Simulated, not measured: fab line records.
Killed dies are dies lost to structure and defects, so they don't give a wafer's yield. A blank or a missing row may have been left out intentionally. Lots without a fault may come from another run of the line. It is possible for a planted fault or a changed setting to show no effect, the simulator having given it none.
fab line records + flow sky130
record
- lots=11
- wafers=33
- lastDay=50
route steps=708 shown CAPM@549 VIA4@652 PAD_OPEN@696
lots untouched by any fault: they come from a run of this same line in which no faults occurred
startH: the number of hours between the record's first day and the start of the first shown wafer of the lot + waitH: hours from the lot's prior step to this one + " same as the row above + L1.1+2: several wafers, shown together as one row + - value missing, or start not given + * or withheld: withheld + < > ~ a bound
route shown NAME@n: a module of which the file shows steps, and the number in the route of the first + usual: mean and standard deviation over wafers with no fault + same: alike in all rows + chamber/n: place in a boat + sites: readings site by site + _std_site: the standard deviation of these + _edge_site: the outer-site mean with the inner-site mean subtracted + radiusMm: how far each site lies from the wafer's centre + mask NAME#n: copy n + behind: the last tool/chamber to shape the wafer + hold: what put the lot on hold/how long, in hours/how the hold closed + device: names the non-switching transistor (n, p or np) + end of line: the tests these same wafers got at the end of their route + where a step has no rows: the recipe by itself + killed: count of dies lost to structure and defects at first sort (not the wafer's yield) + map: a wafer's dies, marking killed ones x, the rest . and places with no die _
set.NAME: setting as actually run; set.NAME@STEP: the setting as run at that earlier step + model.NAME: the simulator's own value behind a step, which no gauge read
route steps across a sampled set of lots; one table per step, one row per wafer
services: a tool's chamber out of use, with start hour (startH, from the record's first day; less than 0 if before it), hours out, and reason
## steps
# step SKY_CAPM_OVL_MEAS_12
# usual
- CAPM_OVL=-0.4/1.1
| lot.wafer | tool       | chamber | startH  | waitH | CAPM_OVL[nm] |
|-----------|------------|---------|---------|-------|--------------|
| L245.2    | overlay-01 | -       | 882.68  | 0.1   | 0.2          |
| L245.3    | "          | -       | "       | "     | -0.1         |
| L245.5    | "          | -       | "       | "     | -0.7         |
| L246.1    | overlay-01 | -       | 892.71  | 0.1   | 0.7          |
| L246.3    | "          | -       | "       | "     | 0.6          |
| L246.4    | "          | -       | "       | "     | 2.6          |
| L248.1    | overlay-02 | -       | 911.06  | 0.1   | -1.2         |
| L248.2    | "          | -       | "       | "     | -0.7         |
| L248.6    | "          | -       | "       | "     | -1.4         |
| L249.1    | overlay-02 | -       | 912.03  | 0.1   | -0.2         |
| L249.5    | "          | -       | "       | "     | -1.6         |
| L249.6    | "          | -       | "       | "     | -1.1         |
| L253.3    | overlay-01 | -       | 936.19  | 0.1   | 0.0          |
| L253.5    | "          | -       | "       | "     | 0.3          |
| L253.6    | "          | -       | "       | "     | 0.4          |
| L258.2    | overlay-02 | -       | 968.23  | 0.1   | -0.7         |
| L258.4    | "          | -       | "       | "     | 0.7          |
| L258.6    | "          | -       | "       | "     | -0.6         |
| L259.1    | overlay-01 | -       | 984.96  | 0.1   | -1.3         |
| L259.2    | "          | -       | "       | "     | -1.4         |
| L259.6    | "          | -       | "       | "     | -0.4         |
| L261.2    | overlay-01 | -       | 1000.22 | 0.1   | -0.3         |
| L261.3    | "          | -       | "       | "     | 0.1          |
| L261.5    | "          | -       | "       | "     | -1.9         |
| L262.1    | overlay-02 | -       | 1005.46 | 0.1   | -0.7         |
| L262.2    | "          | -       | "       | "     | -0.8         |
| L262.6    | "          | -       | "       | "     | 0.8          |
| L264.1    | overlay-02 | -       | 1009.11 | 0.1   | 0.3          |
| L264.2    | "          | -       | "       | "     | -0.3         |
| L264.4    | "          | -       | "       | "     | -0.2         |
| L266.3    | overlay-01 | -       | 1030.88 | 0.1   | -0.7         |
| L266.5    | "          | -       | "       | "     | 0.6          |
| L266.6    | "          | -       | "       | "     | 0.0          |
# step SKY_VIA4_STRIP_13
# recipe
- chemistry=O2/N2
- powerW=1400
- pressureMtorr=1500
- platenTempC=withheld
- o2FlowSccm=3000
- n2FlowSccm=300
- overashFraction=0.5
# usual
- chamberPressureMTorr=1500.0/1.3
- drypumpMotorCurrentA=5.2/0.34
- oesProductAu=0.709/0.005
- stripTimeToEndpointS=12.80/0.03
| lot.wafer | tool           | chamber | startH  | waitH | chamberPressureMTorr | drypumpMotorCurrentA | oesProductAu | rfHoursCounterH | stripTimeToEndpointS |
|-----------|----------------|---------|---------|-------|----------------------|----------------------|--------------|-----------------|----------------------|
| L245.2    | plasmaAsher-01 | 1       | 1011.08 | -     | 1499.6               | 5.0                  | 0.711        | 60              | 12.83                |
| L245.3    | "              | 0       | "       | "     | 1499.1               | 5.1                  | 0.709        | -               | 12.80                |
| L245.5    | "              | 0       | "       | "     | 1501.1               | 5.1                  | 0.711        | -               | 12.80                |
| L246.1    | plasmaAsher-01 | 1       | 1019.28 | -     | 1498.6               | 5.0                  | 0.714        | 61              | 12.81                |
| L246.3    | "              | 1       | "       | "     | 1502.2               | 5.0                  | 0.704        | -               | 12.81                |
| L246.4    | "              | 0       | "       | "     | 1499.5               | 5.0                  | 0.709        | -               | 12.79                |
| L248.1    | plasmaAsher-03 | 1       | 1034.58 | -     | 1501.6               | 5.3                  | 0.710        | 25              | 12.78                |
| L248.2    | "              | 0       | "       | "     | 1498.9               | 6.1                  | 0.708        | 25              | 12.80                |
| L248.6    | "              | 1       | "       | "     | 1500.9               | 5.3                  | 0.710        | -               | 12.81                |
| L249.1    | plasmaAsher-02 | 0       | 1036.04 | -     | 1500.3               | 4.9                  | 0.700        | 125             | 12.83                |
| L249.5    | "              | 0       | "       | "     | 1498.0               | 4.9                  | 0.698        | -               | 12.81                |
| L249.6    | "              | 1       | "       | "     | 1501.5               | 5.7                  | 0.704        | -               | 12.76                |
| L253.3    | plasmaAsher-01 | 0       | 1058.45 | -     | 1498.8               | 5.1                  | 0.711        | -               | 12.84                |
| L253.5    | "              | 1       | "       | "     | 1498.3               | 5.0                  | 0.706        | -               | 12.90                |
| L253.6    | "              | 0       | "       | "     | 1499.8               | 5.1                  | 0.717        | -               | 12.84                |
| L258.2    | plasmaAsher-01 | 0       | 1085.49 | -     | 1501.1               | 5.1                  | 0.712        | 69              | 12.87                |
| L258.4    | "              | 1       | "       | "     | 1503.1               | 5.1                  | 0.713        | -               | 12.87                |
| L258.6    | "              | 1       | "       | "     | 1499.2               | 5.0                  | 0.708        | -               | 12.91                |
| L259.1    | plasmaAsher-01 | 1       | 1100.82 | -     | 1501.0               | 5.0                  | 0.713        | 70              | 12.79                |
| L259.2    | "              | 0       | "       | "     | 1500.9               | 5.1                  | 0.702        | 70              | 12.85                |
| L259.6    | "              | 0       | "       | "     | 1498.4               | 5.1                  | 0.704        | -               | 12.84                |
| L261.2    | plasmaAsher-02 | 0       | 1114.29 | -     | 1498.6               | 4.9                  | 0.712        | 4               | 12.78                |
| L261.3    | "              | 1       | "       | "     | 1500.7               | 5.7                  | 0.706        | -               | 12.81                |
| L261.5    | "              | 0       | "       | "     | 1498.6               | 4.9                  | 0.718        | -               | 12.81                |
| L262.1    | plasmaAsher-02 | 1       | 1118.57 | -     | 1499.6               | 5.7                  | 0.704        | 4               | 12.82                |
| L262.2    | "              | 0       | "       | "     | 1499.2               | 4.9                  | 0.704        | 4               | 12.81                |
| L262.6    | "              | 1       | "       | "     | 1500.5               | 5.7                  | 0.717        | -               | 12.82                |
| L264.1    | plasmaAsher-03 | 1       | 1119.82 | -     | 1501.5               | 5.3                  | 0.706        | 32              | 12.80                |
| L264.2    | "              | 0       | "       | "     | 1501.3               | 6.1                  | 0.707        | 32              | 12.77                |
| L264.4    | "              | 0       | "       | "     | 1498.0               | 6.1                  | 0.706        | -               | 12.77                |
| L266.3    | plasmaAsher-02 | 0       | 1140.46 | -     | 1499.4               | 4.9                  | 0.706        | -               | 12.80                |
| L266.5    | "              | 0       | "       | "     | 1498.8               | 4.9                  | 0.711        | -               | 12.84                |
| L266.6    | "              | 1       | "       | "     | 1502.7               | 5.7                  | 0.706        | -               | 12.76                |
# step SKY_VIA4_CVD_18
# recipe
- material=W
- targetThkNm=505
- timeS=152.14
- tempC=400
- pressureTorr=40
# usual
- heaterPowerW=966/67
| lot.wafer | tool    | chamber | startH  | waitH | heaterPowerW |
|-----------|---------|---------|---------|-------|--------------|
| L245.2    | cvdW-02 | 0       | 1011.73 | 0.0   | 939          |
| L245.3    | "       | 0       | "       | "     | 933          |
| L245.5    | "       | 0       | "       | "     | 916          |
| L246.1    | cvdW-01 | 1       | 1020.28 | 0.0   | 1074         |
| L246.3    | "       | 1       | "       | "     | 1054         |
| L246.4    | "       | 0       | "       | "     | 888          |
| L248.1    | cvdW-01 | 1       | 1035.23 | 0.0   | 1044         |
| L248.2    | "       | 0       | "       | "     | 884          |
| L248.6    | "       | 0       | "       | "     | 895          |
| L249.1    | cvdW-02 | 0       | 1036.80 | 0.0   | 922          |
| L249.5    | "       | 0       | "       | "     | 926          |
| L249.6    | "       | 1       | "       | "     | 1009         |
| L253.3    | cvdW-01 | 0       | 1059.16 | 0.1   | 866          |
| L253.5    | "       | 0       | "       | "     | 872          |
| L253.6    | "       | 1       | "       | "     | 1053         |
| L258.2    | cvdW-01 | 0       | 1086.19 | 0.0   | 878          |
| L258.4    | "       | 0       | "       | "     | 879          |
| L258.6    | "       | 1       | "       | "     | 1053         |
| L259.1    | cvdW-01 | 1       | 1101.51 | 0.0   | 1026         |
| L259.2    | "       | 0       | "       | "     | 868          |
| L259.6    | "       | 1       | "       | "     | 1063         |
| L261.2    | cvdW-01 | 0       | 1114.94 | 0.0   | 891          |
| L261.3    | "       | 1       | "       | "     | 1055         |
| L261.5    | "       | 0       | "       | "     | 872          |
| L262.1    | cvdW-01 | 0       | 1119.22 | 0.0   | 887          |
| L262.2    | "       | 1       | "       | "     | 1056         |
| L262.6    | "       | 1       | "       | "     | 1041         |
| L264.1    | cvdW-02 | 1       | 1120.47 | 0.0   | 977          |
| L264.2    | "       | 0       | "       | "     | 918          |
| L264.4    | "       | 0       | "       | "     | 900          |
| L266.3    | cvdW-02 | 1       | 1141.25 | 0.1   | 1005         |
| L266.5    | "       | 0       | "       | "     | 945          |
| L266.6    | "       | 1       | "       | "     | 1041         |
# step SKY_PAD_OPEN_COAT_02
# recipe
- spinRpm=2000
- resistThkNm=3000
# usual
- spinSpeedRpm=1999.8/1.5
| lot.wafer | tool          | chamber | startH  | waitH | spinSpeedRpm |
|-----------|---------------|---------|---------|-------|--------------|
| L245.2    | lithoTrack-04 | 0       | 1068.83 | 0.1   | 2001.2       |
| L245.3    | "             | 0       | "       | "     | 2003.1       |
| L245.5    | "             | 0       | "       | "     | 1998.7       |
| L246.1    | lithoTrack-04 | 0       | 1075.86 | 0.1   | 1998.3       |
| L246.3    | "             | 0       | "       | "     | 1997.8       |
| L246.4    | "             | 0       | "       | "     | 1999.4       |
| L248.1    | lithoTrack-04 | 0       | 1090.11 | 0.1   | 2002.1       |
| L248.2    | "             | 0       | "       | "     | 2000.4       |
| L248.6    | "             | 0       | "       | "     | 2000.3       |
| L249.1    | lithoTrack-02 | 0       | 1092.87 | 0.1   | 1997.2       |
| L249.5    | "             | 0       | "       | "     | 1999.2       |
| L249.6    | "             | 0       | "       | "     | 1998.5       |
| L253.3    | lithoTrack-04 | 0       | 1112.61 | 0.1   | 2046.2       |
| L253.5    | "             | 0       | "       | "     | 2043.3       |
| L253.6    | "             | 0       | "       | "     | 2045.4       |
| L258.2    | lithoTrack-04 | 0       | 1137.48 | 0.1   | 2048.4       |
| L258.4    | "             | 0       | "       | "     | 2043.3       |
| L258.6    | "             | 0       | "       | "     | 2046.5       |
| L259.1    | lithoTrack-01 | 0       | 1151.23 | 0.1   | 1996.8       |
| L259.2    | "             | 0       | "       | "     | 1997.5       |
| L259.6    | "             | 0       | "       | "     | 1998.2       |
| L261.2    | lithoTrack-02 | 0       | 1161.84 | 0.1   | 2002.2       |
| L261.3    | "             | 0       | "       | "     | 2000.1       |
| L261.5    | "             | 0       | "       | "     | 2001.3       |
| L262.1    | lithoTrack-01 | 0       | 1165.98 | 0.1   | 2000.1       |
| L262.2    | "             | 0       | "       | "     | 2001.0       |
| L262.6    | "             | 0       | "       | "     | 2000.9       |
| L264.1    | lithoTrack-02 | 0       | 1168.12 | 0.1   | 1999.6       |
| L264.2    | "             | 0       | "       | "     | 2000.7       |
| L264.4    | "             | 0       | "       | "     | 2001.9       |
| L266.3    | lithoTrack-02 | 0       | 1185.62 | 0.1   | 1998.7       |
| L266.5    | "             | 0       | "       | "     | 1999.0       |
| L266.6    | "             | 0       | "       | "     | 2000.4       |
# step SKY_PAD_OPEN_STRIP_08
# recipe
- chemistry=O2/N2
- powerW=1400
- pressureMtorr=1500
- platenTempC=withheld
- overashFraction=0.7
- o2FlowSccm=3000
- n2FlowSccm=300
# usual
- chamberPressureMTorr=1500.1/1.4
- drypumpMotorCurrentA=5.17/0.24
- oesProductAu=0.664/0.005
- stripTimeToEndpointS=37.03/0.11
| lot.wafer | tool           | chamber | startH  | waitH | chamberPressureMTorr | drypumpMotorCurrentA | oesProductAu | rfHoursCounterH | stripTimeToEndpointS |
|-----------|----------------|---------|---------|-------|----------------------|----------------------|--------------|-----------------|----------------------|
| L245.2    | plasmaAsher-02 | 0       | 1079.98 | 0.1   | 1502.3               | 4.94                 | 0.659        | 1               | 36.98                |
| L245.3    | "              | 0       | "       | "     | 1502.2               | 4.95                 | 0.657        | -               | 36.96                |
| L245.5    | "              | 1       | "       | "     | 1501.5               | 5.67                 | 0.671        | -               | 37.00                |
| L246.1    | plasmaAsher-01 | 0       | 1086.52 | 0.1   | 1498.1               | 5.06                 | 0.666        | 69              | 37.12                |
| L246.3    | "              | 1       | "       | "     | 1498.1               | 5.03                 | 0.656        | -               | 37.33                |
| L246.4    | "              | 0       | "       | "     | 1501.3               | 5.06                 | 0.658        | -               | 37.18                |
| L248.1    | plasmaAsher-02 | 0       | 1100.48 | 0.1   | 1501.1               | 4.94                 | 0.668        | 2               | 36.99                |
| L248.2    | "              | 1       | "       | "     | 1501.4               | 5.65                 | 0.667        | 2               | 36.93                |
| L248.6    | "              | 1       | "       | "     | 1500.8               | 5.65                 | 0.664        | -               | 36.93                |
| L249.1    | plasmaAsher-01 | 1       | 1103.02 | 0.1   | 1499.0               | 5.04                 | 0.661        | 71              | 36.99                |
| L249.5    | "              | 0       | "       | "     | 1502.1               | 5.08                 | 0.656        | -               | 36.98                |
| L249.6    | "              | 1       | "       | "     | 1500.9               | 5.05                 | 0.661        | -               | 36.99                |
| L253.3    | plasmaAsher-01 | 1       | 1122.75 | 0.1   | 1501.2               | 5.02                 | 0.673        | -               | 36.61                |
| L253.5    | "              | 1       | "       | "     | 1500.0               | 5.04                 | 0.663        | -               | 36.56                |
| L253.6    | "              | 0       | "       | "     | 1499.5               | 5.08                 | 0.656        | -               | 36.61                |
| L258.2    | plasmaAsher-01 | 0       | 1146.97 | 0.1   | 1500.5               | 5.06                 | 0.658        | 75              | 36.51                |
| L258.4    | "              | 0       | "       | "     | 1500.7               | 5.07                 | 0.663        | -               | 36.50                |
| L258.6    | "              | 1       | "       | "     | 1499.9               | 5.06                 | 0.662        | -               | 36.44                |
| L259.1    | plasmaAsher-02 | 0       | 1160.32 | 0.1   | 1499.4               | 4.94                 | 0.658        | 8               | 37.13                |
| L259.2    | "              | 1       | "       | "     | 1499.9               | 5.66                 | 0.664        | 8               | 37.09                |
| L259.6    | "              | 1       | "       | "     | 1501.5               | 5.67                 | 0.664        | -               | 37.02                |
| L261.2    | plasmaAsher-04 | 1       | 1170.79 | 0.1   | 1498.3               | 5.36                 | 0.663        | 101             | 37.13                |
| L261.3    | "              | 1       | "       | "     | 1497.7               | 5.37                 | 0.655        | -               | 37.17                |
| L261.5    | "              | 1       | "       | "     | 1498.8               | 5.36                 | 0.669        | -               | 37.21                |
| L262.1    | plasmaAsher-04 | 0       | 1174.92 | 0.1   | 1500.4               | 5.12                 | 0.659        | 101             | 37.01                |
| L262.2    | "              | 1       | "       | "     | 1498.5               | 5.39                 | 0.663        | 101             | 36.99                |
| L262.6    | "              | 0       | "       | "     | 1501.4               | 5.13                 | 0.664        | -               | 37.01                |
| L264.1    | plasmaAsher-01 | 0       | 1176.89 | 0.1   | 1497.9               | 5.05                 | 0.658        | 78              | 37.29                |
| L264.2    | "              | 1       | "       | "     | 1497.2               | 5.04                 | 0.669        | 78              | 37.15                |
| L264.4    | "              | 1       | "       | "     | 1498.2               | 5.03                 | 0.665        | -               | 37.24                |
| L266.3    | plasmaAsher-04 | 0       | 1193.47 | 0.1   | 1503.7               | 5.10                 | 0.670        | -               | 37.09                |
| L266.5    | "              | 0       | "       | "     | 1498.0               | 5.11                 | 0.654        | -               | 37.02                |
| L266.6    | "              | 1       | "       | "     | 1501.2               | 5.36                 | 0.668        | -               | 36.96                |
## services
| tool           | chamber | startH  | hours | kind      |
|----------------|---------|---------|-------|-----------|
| plasmaAsher-03 | -       | 1006.89 | 6.4   | repair    |
| cvdW-01        | -       | 1008.04 | 6.9   | pm        |
| plasmaAsher-01 | -       | 1012.34 | 2.8   | pm        |
| plasmaAsher-03 | -       | 1013.32 | 2.8   | pm        |
| cvdW-01        | -       | 1015.93 | 2.8   | pm        |
| plasmaAsher-03 | -       | 1017.33 | 1.6   | repair    |
| plasmaAsher-03 | -       | 1018.53 | 10.4  | repair    |
| plasmaAsher-03 | -       | 1040.47 | 14.6  | pm        |
| plasmaAsher-02 | -       | 1045.63 | 14.6  | pm        |
| plasmaAsher-02 | -       | 1060.23 | 9.0   | pm        |
| plasmaAsher-02 | 0       | 1060.23 | 9.0   | ventCycle |
| plasmaAsher-02 | 1       | 1060.23 | 9.0   | ventCycle |
| cvdW-02        | -       | 1064.33 | 0.7   | repair    |
| plasmaAsher-02 | 0       | 1069.23 | -     | clean     |
| plasmaAsher-02 | 1       | 1069.23 | -     | clean     |
| plasmaAsher-02 | -       | 1084.42 | 4.3   | pm        |
| plasmaAsher-03 | -       | 1084.63 | 0.3   | repair    |
| cvdW-02        | -       | 1127.97 | 6.0   | pm        |
| plasmaAsher-03 | -       | 1139.93 | 2.4   | repair    |
| cvdW-02        | -       | 1147.14 | 0.8   | repair    |
| plasmaAsher-02 | -       | 1157.77 | 2.0   | repair    |
| plasmaAsher-04 | -       | 1158.25 | 3.0   | repair    |
## key
firstSign
- step=SKY_PAD_OPEN_COAT_02
- reading=spinSpeedRpm
- direction=up
- sigmas=31
- usual=1999.8
- struck=2045.5
effect
- step=SKY_PAD_OPEN_STRIP_08
- reading=stripTimeToEndpointS
- direction=down
- sigmas=4.6
- usual=*
- struck=*
metAt SKY_PAD_OPEN_COAT_02
struckLots L253,L258
notActingAt SKY_CAPM_OVL_MEAS_12,SKY_VIA4_STRIP_13,SKY_VIA4_CVD_18
onsetBetween 1090.11 1112.61
fault
- kind=processParameterDrift
- tool=lithoTrack-04
- chamber=-
- onsetH=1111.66
- steps=SKY_PAD_OPEN_COAT_02
- channel=spinRpm
- offset=46.047
- shape=step
- endH=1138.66
- actsIn=theseRecipesOnly
- stated=2000
